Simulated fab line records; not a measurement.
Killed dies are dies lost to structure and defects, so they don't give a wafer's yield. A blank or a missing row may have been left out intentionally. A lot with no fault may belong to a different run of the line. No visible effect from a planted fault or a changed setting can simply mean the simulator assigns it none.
A single fault, viewed from 2 desks || flow sky130 || numbers are kept per desk, each desk with only its own; the story behind them comes last

METROLOGY DESK
What the gauges read for every lot (on any tool): the sampled wafers with a number, averaged. A lot is out of limits, marked OUT, if its mean lies more than 4 standard deviations from the usual mean; the brackets give that distance.
Columns: A = VIA1_W_RS at SKY_VIA1_RS_MEAS_22, usual 0.429 ohm/sq; B = VIA1_W_THK at SKY_VIA1_THK_MEAS_23, usual 270 nm; C = METAL2_ALCU_RS at SKY_METAL2_RS_MEAS_05, usual 0.1276 ohm/sq; D = METAL2_ALCU_THK at SKY_METAL2_THK_MEAS_06, usual 247 nm
{"lot": "L213", "first seen here": "day 34 11:22", "A": 0.433, "B": 272, "C": 0.1288, "D": 245}
{"lot": "L214", "first seen here": "day 34 15:17", "A": 0.431, "B": 267, "C": 0.1275, "D": 248}
{"lot": "L222", "first seen here": "day 37 14:14", "A": 0.428, "B": 267, "C": 0.1216, "D": "261 (+4.4) OUT"}
{"lot": "L224", "first seen here": "day 38 07:53", "A": 0.429, "B": 272, "C": "0.1196 (-4.7) OUT", "D": "265 (+5.6) OUT"}
{"lot": "L227", "first seen here": "day 38 22:22", "A": 0.429, "B": 267, "C": 0.1304, "D": 243}
{"lot": "L229", "first seen here": "day 39 09:10", "A": 0.431, "B": 269, "C": 0.1279, "D": 247}
This desk's result: L222, L224 out of limits, first on L222 (METAL2_ALCU_THK at SKY_METAL2_THK_MEAS_06), day 37 14:58. In limits: L213, L214, L227, L229.

FOR THE TOOL OWNER'S DESK: pvd sputter-03
The tool's own readings at SKY_METAL2_SPUTTER_02 (material AlCu, target thk 250 nm, time 13.3 s): means of the sampled wafers that have a number, for each lot that ran on this tool. A lot is out of limits, marked OUT, if its mean lies more than 4 standard deviations from the usual mean; the brackets give that distance.
Columns: A = throttle valve pct at SKY_METAL2_SPUTTER_02, usual 29.8 %
{"lot": "L213", "first seen here": "day 34 11:53", "A": 29.1}
{"lot": "L222", "first seen here": "day 37 14:44", "A": 29.3}
{"lot": "L224", "first seen here": "day 38 08:23", "A": 29.1}
This desk's finding: nothing out of limits on any of the 3 lots.

PUT TOGETHER
On L222, L224, the metrology desk was in a position to raise an alarm at day 37 14:58.
The tool owner's desk saw nothing out of limits.
Tool owner's desk: L222, L224 on record, inside its limits.
The lots listed all ran SKY_METAL2_SPUTTER_02 on pvd sputter-03.

WHAT HAD BEEN PUT IN BY THE SIMULATOR
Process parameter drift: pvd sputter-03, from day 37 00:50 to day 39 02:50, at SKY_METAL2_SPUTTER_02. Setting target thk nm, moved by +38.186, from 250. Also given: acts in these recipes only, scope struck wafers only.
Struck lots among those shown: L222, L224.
Per desk, hours elapsed from the start of the fault to the first reading out of limits: for the metrology desk, 14.
